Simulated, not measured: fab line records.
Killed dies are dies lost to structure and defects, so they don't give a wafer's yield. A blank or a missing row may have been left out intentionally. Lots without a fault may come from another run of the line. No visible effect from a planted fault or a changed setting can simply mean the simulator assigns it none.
A lot that was struck, set against a sound lot || flow sky130 || 14 steps out of a route of 708
Sound: the wafers L398.3, L398.5, L398.6. Struck: wafer L408.3 (left out: L408.4, a lot-mate that was not struck); the cause follows at the end.
Order at every step that has rows: each side's tool, ch and its chambers, its first start. Under that, the readings that differ: sound wafers || struck wafers || difference of the means || sigmas: that difference in standard deviations of wafers without a fault.
alike: words and numbers the same on both sides, and readings whose means are apart by under 2 such deviations; not compared: readings that were withheld, readings missing a value for some wafer, numbers with overlapping values and no deviation given by the record, and bounds like >300 which may hide the same value.
The two part at a step that has a row with sigmas, a row that says differs or no value, or rows on one side only. When numbers do not overlap yet have no deviation, they are printed without sigmas and do not part them. Lack of a reading on every wafer of one side parts them only where that side has two or more wafers.

SKY_NWELL_OVL_MEAS_23:
  sound on overlay-01 at day 6 02:25; struck on overlay-01 at day 8 14:20
  alike: NWELL_01_OVL
then, 1 step without rows for these wafers: SKY_NWELL_IMPLANT_24.
SKY_NWELL_STRIP_25: strips in O2/N2.
  sound on plasma_asher-02 ch 0,1, day 6 02:37; struck on plasma_asher-04 ch 1, day 8 14:33
  alike: drypump_motor_current_A, oes_product_au, strip_time_to_endpoint_s
  not compared: rf_hours_counter_h
SKY_NWELL_TW_MEAS_26:
  sound on film_metro-03 at day 6 02:42; struck on film_metro-02 at day 8 14:38
  alike: NWELL_2_TW
then, 1 step without rows for these wafers: SKY_NWELL_CLEAN_27 (cleans in SC1/SC2, time 150 s).
SKY_NWELL_RTA_28: time 30 s.
  sound on rtp_anneal-02 ch 0, day 6 02:50; struck on rtp_anneal-01 ch 0, day 8 14:46
  alike: lamp_power_pct, wafer_temp_C_max
SKY_NWELL_RS_MEAS_29: measures by four-point-probe.
  sound on film_metro-02 at day 6 02:56; struck on film_metro-03 at day 8 14:52
  alike: NWELL_RS
SKY_NWELL_RS_MEAS_31: measures by four-point-probe.
  sound on film_metro-02 at day 6 03:11; struck on film_metro-03 at day 8 15:07
  alike: PWDE_RS
then, 3 steps without rows for these wafers: SKY_VT_ADJUST_HVTP_DEHYDRATE_00 (time 60 s); SKY_VT_ADJUST_HVTP_HMDS_01 (prime time 60 s); SKY_VT_ADJUST_HVTP_COAT_02 (resist thk 1140 nm).
SKY_VT_ADJUST_HVTP_SOFTBAKE_03: time 60 s.
  sound on litho_track-01 ch 0, day 6 12:31; struck on litho_track-02 ch 0, day 9 00:06
{"reading": "run_length_s (s)", "sound": "89.06 89.00 89.14", "struck": 99.51, "difference": "+10.44", "sigmas": "+61"}
  alike: chill_plate_temp_C
then, 1 step without rows for these wafers: SKY_VT_ADJUST_HVTP_EXPOSE_04 (exposes mask HVTPM, target cd 380 nm).
-- a jump in the record: the struck wafers' starts before and after are 40 days apart (it breaks off in module VT_ADJUST_HVTP and resumes in module PAD_OPEN, where the first step shown is number 708 of the route) --
SKY_PAD_OPEN_PROBE_99:
  sound on prober-02 at day 46 18:01; struck on prober-01 at day 49 02:50
{"reading": "killed_short", "sound": "25 34 27", "struck": 47, "difference": "+18", "sigmas": "+3"}
  alike: killed_at_M0_to_M3, killed_at_M4_up, killed_at_contacts, killed_at_front_end, killed_at_other, killed_dies, killed_open

== WHERE THEY PART ==
First at SKY_VT_ADJUST_HVTP_SOFTBAKE_03; last, within this record, at SKY_PAD_OPEN_PROBE_99.

WHY: the cause the simulator had injected
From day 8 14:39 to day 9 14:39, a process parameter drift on litho_track-02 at SKY_VT_ADJUST_HVTP_SOFTBAKE_03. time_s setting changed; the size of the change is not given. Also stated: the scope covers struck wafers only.
